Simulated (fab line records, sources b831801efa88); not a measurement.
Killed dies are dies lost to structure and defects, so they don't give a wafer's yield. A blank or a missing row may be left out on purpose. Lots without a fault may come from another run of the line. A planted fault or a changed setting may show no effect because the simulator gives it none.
fab line records | flow sky130
record lots=11 wafers=33 last_day=49
route steps=708 shown VT_ADJUST_HVTP@93 VT_ADJUST_NCORE@129 SONOS_ONO@170 RES_PROTECT@214
lots that met no fault: from a run of the same line without faults
start_h: hours from the record's first day to the start of the lot's first wafer shown | wait_h: hours since the lot's step before | " the same as in the row above | L1.1+2: a row that stands for several wafers | - no value, or no start given | * or withheld: withheld | < > ~ a bound
route shown NAME@n: a module of which the file shows steps, and the number in the route of the first | usual: mean/standard deviation of fault-free wafers | same: alike in all rows | chamber/n: place in a boat | sites: the reading at each site | _std_site: their standard deviation | _edge_site: outer sites' mean less inner sites' | radius_mm: how far each site lies from the wafer's centre | mask NAME#n: copy n | behind: the tool/chamber that last shaped the wafer | hold: why the lot was held/for how many hours/how that ended | device: the transistor (n, p or np) that didn't switch | end of line: the same wafers' tests at the end of the route | a step without rows: its recipe alone | killed: dies lost to structure and defects at the first sort, not the wafer's yield | map: a wafer's dies, x killed, . not, _ none there
set.NAME: the setting as run; set.NAME@STEP: as run at that earlier step | model.NAME: the simulator's own value behind a step, which no gauge read
steps of the route over a sample of lots; a table a step, a row a wafer
services: from which hour (start_h, from the record's first day; less than 0 if before it) a tool's chamber was out of use, for how many hours, and why
## steps
# step SKY_VT_ADJUST_HVTP_OVL_MEAS_08
# usual VT_ADJUST_HVTP_OVL=-0.7/1.5
# columns lot.wafer tool chamber start_h wait_h VT_ADJUST_HVTP_OVL[nm]
L396.3 overlay-02 - 119.76 0.1 1.3
L396.5 " - " " 1.0
L396.6 " - " " 1.8
L397.1 overlay-02 - 125.76 0.1 -0.4
L397.3 " - " " -0.2
L397.6 " - " " -1.4
L399.1 overlay-01 - 153.66 0.1 0.2
L399.4 " - " " -1.0
L399.6 " - " " -0.9
L400.2 overlay-02 - 165.80 0.1 -1.9
L400.4 " - " " -1.9
L400.6 " - " " -4.2
L402.1 overlay-01 - 174.55 0.1 0.3
L402.2 " - " " -0.7
L402.3 " - " " -0.9
L401.2 overlay-01 - 175.20 0.1 0.9
L401.4 " - " " 0.8
L401.6 " - " " -0.4
L403.3 overlay-01 - 181.60 0.1 -1.1
L403.5 " - " " -0.2
L403.6 " - " " -1.0
L404.2 overlay-02 - 181.90 0.1 -2.4
L404.3 " - " " -3.9
L404.6 " - " " -2.0
L406.2 overlay-02 - 188.46 0.1 -0.3
L406.3 " - " " -1.2
L406.6 " - " " -1.7
L408.1 overlay-01 - 207.89 0.1 0.3
L408.3 " - " " 0.0
L408.4 " - " " 0.7
L412.1 overlay-01 - 227.29 0.1 -2.5
L412.2 " - " " -2.0
L412.5 " - " " -3.3
# step SKY_VT_ADJUST_NCORE_STRIP_10
# recipe chemistry=O2/N2 power_w=1400 pressure_mtorr=1500 platen_temp_c=withheld o2_flow_sccm=3000 n2_flow_sccm=300 overash_fraction=0.5
# usual chamber_pressure_mTorr=1499.8/1.5 drypump_motor_current_A=5.65/0.28 oes_product_au=0.716/0.0048 strip_time_to_endpoint_s=14.19/0.043
# columns lot.wafer tool chamber start_h wait_h chamber_pressure_mTorr drypump_motor_current_A oes_product_au rf_hours_counter_h strip_time_to_endpoint_s
L396.3 plasma_asher-03 1 180.81 0.1 1501.6 5.85 0.713 - 14.20
L396.5 " 1 " " 1500.4 5.78 0.716 - 14.21
L396.6 " 0 " " 1501.7 5.41 0.715 - 14.17
L397.1 plasma_asher-01 0 185.83 0.1 1501.0 6.31 0.719 38 14.14
L397.3 " 1 " " 1500.9 5.79 0.703 - 14.15
L397.6 " 0 " " 1500.7 6.31 0.719 - 14.21
L399.1 plasma_asher-04 1 217.34 0.1 1501.2 5.28 0.716 9 14.14
L399.4 " 1 " " 1499.3 5.32 0.713 - 14.21
L399.6 " 0 " " 1499.7 5.69 0.710 - 14.18
L400.2 plasma_asher-03 0 232.63 0.1 1498.6 5.44 0.714 54 14.22
L400.4 " 0 " " 1499.9 5.44 0.721 - 14.19
L400.6 " 1 " " 1500.3 5.82 0.718 - 14.19
L402.1 plasma_asher-03 0 242.08 0.1 1501.0 5.40 0.717 55 14.21
L402.2 " 1 " " 1499.6 5.83 0.721 55 14.19
L402.3 " 1 " " 1501.5 5.84 0.722 - 14.14
L401.2 plasma_asher-04 1 244.08 0.1 1497.5 5.36 0.716 11 14.17
L401.4 " 0 " " 1500.5 5.70 0.715 - 14.17
L401.6 " 0 " " 1501.1 5.71 0.712 - 14.19
L403.3 plasma_asher-04 0 251.47 0.1 1499.7 5.70 0.715 - 14.13
L403.5 " 0 " " 1499.9 5.69 0.715 - 14.14
L403.6 " 1 " " 1498.9 5.35 0.718 - 14.11
L404.2 plasma_asher-04 0 251.88 0.1 1499.8 5.71 0.712 12 14.16
L404.3 " 0 " " 1497.4 5.69 0.722 - 14.23
L404.6 " 1 " " 1500.0 5.33 0.720 - 14.15
L406.2 plasma_asher-03 0 258.19 0.1 1501.2 5.35 0.720 57 14.16
L406.3 " 1 " " 1499.1 5.82 0.726 - 14.18
L406.6 " 1 " " 1499.8 5.81 0.718 - 14.16
L408.1 plasma_asher-04 0 280.59 0.1 1500.2 5.68 0.712 16 14.12
L408.3 " 0 " " 1499.7 5.70 0.717 - 14.14
L408.4 " 1 " " 1499.5 5.29 0.723 - 14.10
L412.1 plasma_asher-03 1 303.48 0.1 1498.7 5.78 0.717 61 14.16
L412.2 " 0 " " 1498.4 5.41 0.716 61 14.14
L412.5 " 1 " " 1501.8 5.82 0.715 - 14.19
# step SKY_SONOS_ONO_CVD_02
# recipe material=Si3N4 precursor=DCS/NH3 target_thk_nm=10.5 temp_c=770 time_s=180 pressure_mtorr=250
# usual pressure_mtorr=250.1/0.51 spike_tc_bottom_C=791/4.1
# columns lot.wafer tool chamber start_h wait_h pressure_mtorr spike_tc_bottom_C
L396.3 lpcvd-02 0 253.63 0.5 250.3 793
L396.5 " 0 " " 249.2 795
L396.6 " 0 " " 250.1 795
L397.1 lpcvd-02 0 261.12 1.5 250.2 794
L397.3 " 0 " " 249.6 795
L397.6 " 0 " " 251.0 795
L399.1 lpcvd-02 1 295.48 0.1 251.0 787
L399.4 " 1 " " 250.5 787
L399.6 " 1 " " 250.4 788
L400.2 lpcvd-02 1 311.66 0.0 249.4 787
L400.4 " 1 " " 249.5 787
L400.6 " 1 " " 249.1 789
L402.1 lpcvd-02 0 323.48 1.0 250.2 795
L402.2 " 0 " " 249.8 794
L402.3 " 0 " " 249.8 793
L401.2 lpcvd-02 0 324.53 0.1 250.6 795
L401.4 " 0 " " 249.6 796
L401.6 " 0 " " 249.7 793
L403.3 lpcvd-02 1 335.23 2.7 249.9 785
L403.5 " 1 " " 249.7 786
L403.6 " 1 " " 250.8 787
L404.2 lpcvd-02 0 335.23 0.8 249.3 795
L404.3 " 0 " " 250.4 796
L404.6 " 0 " " 250.0 794
L406.2 lpcvd-02 1 343.03 3.9 250.5 786
L406.3 " 1 " " 250.7 786
L406.6 " 1 " " 250.2 787
L408.1 lpcvd-02 1 366.93 1.7 250.0 787
L408.3 " 1 " " 249.6 786
L408.4 " 1 " " 250.3 788
L412.1 lpcvd-02 0 391.08 1.7 250.3 794
L412.2 " 0 " " 250.6 793
L412.5 " 0 " " 250.5 794
# step SKY_SONOS_ONO_THK_MEAS_03
# recipe reads=Si3N4_of_SONOS_ONO_CVD_02
# usual SONOS_ONO_CVD_02_THK=10.47/0.15
# columns lot.wafer tool chamber start_h wait_h hold SONOS_ONO_CVD_02_THK[nm]
L396.3 film_metro-01 - 254.70 0.0 - 10.23
L396.5 " - " " - 10.36
L396.6 " - " " - 10.27
L397.1 film_metro-01 - 262.17 0.0 - 10.15
L397.3 " - " " - 10.08
L397.6 " - " " - 10.07
L399.1 film_metro-01 - 296.53 0.0 - 10.22
L399.4 " - " " - 10.44
L399.6 " - " " - 10.36
L400.2 film_metro-01 - 312.72 0.0 - 10.67
L400.4 " - " " - 10.61
L400.6 " - " " - 10.59
L402.1 film_metro-04 - 324.53 0.0 - 10.46
L402.2 " - " " - 10.55
L402.3 " - " " - 10.50
L401.2 film_metro-04 - 325.59 0.0 - 10.32
L401.4 " - " " - 10.32
L401.6 " - " " - 10.38
L404.2 film_metro-02 - 336.29 0.0 - 10.57
L404.3 " - " " - 10.47
L404.6 " - " " - 10.42
L403.3 film_metro-01 - 336.30 0.0 - 10.54
L403.5 " - " " - 10.49
L403.6 " - " " - 10.35
L406.2 film_metro-01 - 344.09 0.0 - 10.35
L406.3 " - " " - 10.45
L406.6 " - " " - 10.45
L408.1 film_metro-01 - 367.98 0.0 await_dispo/0.2h/release 4.23
L408.3 " - " " await_dispo/0.2h/release 4.41
L408.4 " - " " await_dispo/0.2h/release 4.21
L408.1 film_metro-01 - 368.20 0.2 - 4.22
L408.3 " - " " - 4.44
L408.4 " - " " - 4.25
L412.1 film_metro-02 - 392.13 0.0 - 10.70
L412.2 " - " " - 10.69
L412.5 " - " " - 10.70
# step SKY_RES_PROTECT_STRIP_07
# recipe chemistry=O2/N2 power_w=1400 pressure_mtorr=1500 platen_temp_c=withheld o2_flow_sccm=3000 n2_flow_sccm=300 overash_fraction=0.5
# usual chamber_pressure_mTorr=1500.0/1.2 drypump_motor_current_A=5.88/0.29 oes_product_au=0.518/0.0042 strip_time_to_endpoint_s=23.29/0.044
# columns lot.wafer tool chamber start_h wait_h chamber_pressure_mTorr drypump_motor_current_A oes_product_au rf_hours_counter_h strip_time_to_endpoint_s
L396.3 plasma_asher-03 1 342.37 0.1 1499.9 5.85 0.516 - 23.32
L396.5 " 0 " " 1501.2 5.41 0.524 - 23.29
L396.6 " 1 " " 1499.4 5.87 0.516 - 23.33
L397.1 plasma_asher-02 0 346.78 0.1 1502.0 5.90 0.517 64 23.33
L397.3 " 0 " " 1499.1 5.89 0.525 - 23.31
L397.6 " 1 " " 1501.0 5.76 0.516 - 23.33
L399.1 plasma_asher-01 1 384.82 0.1 1499.8 5.81 0.520 54 23.19
L399.4 " 1 " " 1499.3 5.79 0.510 - 23.25
L399.6 " 0 " " 1500.3 6.32 0.521 - 23.19
L400.2 plasma_asher-01 1 410.63 0.1 1501.1 5.80 0.517 57 23.30
L400.4 " 1 " " 1499.9 5.79 0.518 - 23.33
L400.6 " 1 " " 1501.0 5.79 0.527 - 23.34
L402.1 plasma_asher-01 0 418.93 0.1 1500.1 6.31 0.519 58 23.25
L402.2 " 1 " " 1499.2 5.81 0.519 58 23.21
L402.3 " 1 " " 1499.9 5.80 0.525 - 23.24
L401.2 plasma_asher-01 1 419.12 0.1 1499.7 5.81 0.509 58 23.30
L401.4 " 1 " " 1501.9 5.81 0.519 - 23.32
L401.6 " 1 " " 1501.5 5.80 0.523 - 23.34
L403.3 plasma_asher-02 1 435.40 0.1 1498.8 5.73 0.518 - 23.27
L403.5 " 0 " " 1501.9 5.91 0.511 - 23.37
L403.6 " 1 " " 1500.6 5.73 0.516 - 23.37
L404.2 plasma_asher-01 1 435.78 0.1 1498.2 5.79 0.517 60 23.23
L404.3 " 0 " " 1499.0 6.34 0.520 - 23.28
L404.6 " 1 " " 1499.9 5.78 0.524 - 23.25
L406.2 plasma_asher-03 0 444.48 0.1 1500.7 5.42 0.520 1 23.31
L406.3 " 1 " " 1499.2 5.86 0.518 - 23.30
L406.6 " 0 " " 1500.6 5.40 0.518 - 23.31
L408.1 plasma_asher-01 1 465.88 0.1 1498.4 5.79 0.521 63 23.29
L408.3 " 0 " " 1501.8 6.30 0.511 - 23.23
L408.4 " 1 " " 1500.8 5.80 0.521 - 23.27
L412.1 plasma_asher-01 0 489.47 0.1 1500.3 6.33 0.516 66 23.30
L412.2 " 1 " " 1501.4 5.81 0.516 66 23.26
L412.5 " 1 " " 1498.6 5.79 0.520 - 23.28
## services
# columns tool chamber start_h hours kind
lpcvd-02 - 179.15 0.5 repair
plasma_asher-04 - 184.22 1.3 repair
plasma_asher-04 - 207.64 2.8 pm
plasma_asher-03 - 214.92 2.8 pm
plasma_asher-01 - 236.45 2.8 pm
plasma_asher-03 - 244.61 1.2 repair
lpcvd-02 - 249.04 1.5 repair
plasma_asher-01 - 251.44 28.1 pm
plasma_asher-04 - 260.87 4.3 pm
plasma_asher-03 - 276.84 5.9 pm
plasma_asher-01 - 305.11 4.3 pm
plasma_asher-04 - 326.17 12.9 pm
plasma_asher-01 - 348.79 0.6 repair
plasma_asher-01 - 394.54 1.0 repair
plasma_asher-02 - 396.30 31.3 pm
plasma_asher-03 - 421.25 9.0 pm
plasma_asher-03 0 421.25 9.0 vent_cycle
plasma_asher-03 1 421.25 9.0 vent_cycle
plasma_asher-04 - 427.30 2.5 repair
plasma_asher-03 0 430.25 - clean
plasma_asher-03 1 430.25 - clean
plasma_asher-02 - 460.99 2.3 repair
lpcvd-02 - 473.42 1.7 repair
## key
first_sign step=SKY_SONOS_ONO_THK_MEAS_03 reading=visit direction=added
effect step=SKY_SONOS_ONO_THK_MEAS_03 reading=SONOS_ONO_CVD_02_THK direction=down sigmas=42 usual=10.47 struck=4.28
met_at SKY_SONOS_ONO_CVD_02
struck_lots L408
struck_wafers L408.1,L408.3,L408.4
tester_left_out L408
not_acting_at SKY_VT_ADJUST_HVTP_OVL_MEAS_08,SKY_VT_ADJUST_NCORE_STRIP_10,SKY_RES_PROTECT_STRIP_07
onset_between 343.03 366.93
fault kind=process_parameter_drift tool=lpcvd-02 chamber=1 onset_h=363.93 steps=SKY_SONOS_ONO_CVD_02 channel=target_thk_nm offset=-6.3363 shape=step end_h=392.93 acts_in=these_recipes_only stated=10.5
# tester_left_out: of these lots the tester's yield and bins aren't shown, on N5 and GAA mostly nor the transistor test; their killed dies are dies lost to structure and defects alone, not to doping, threshold or leakage, so they don't give the yield
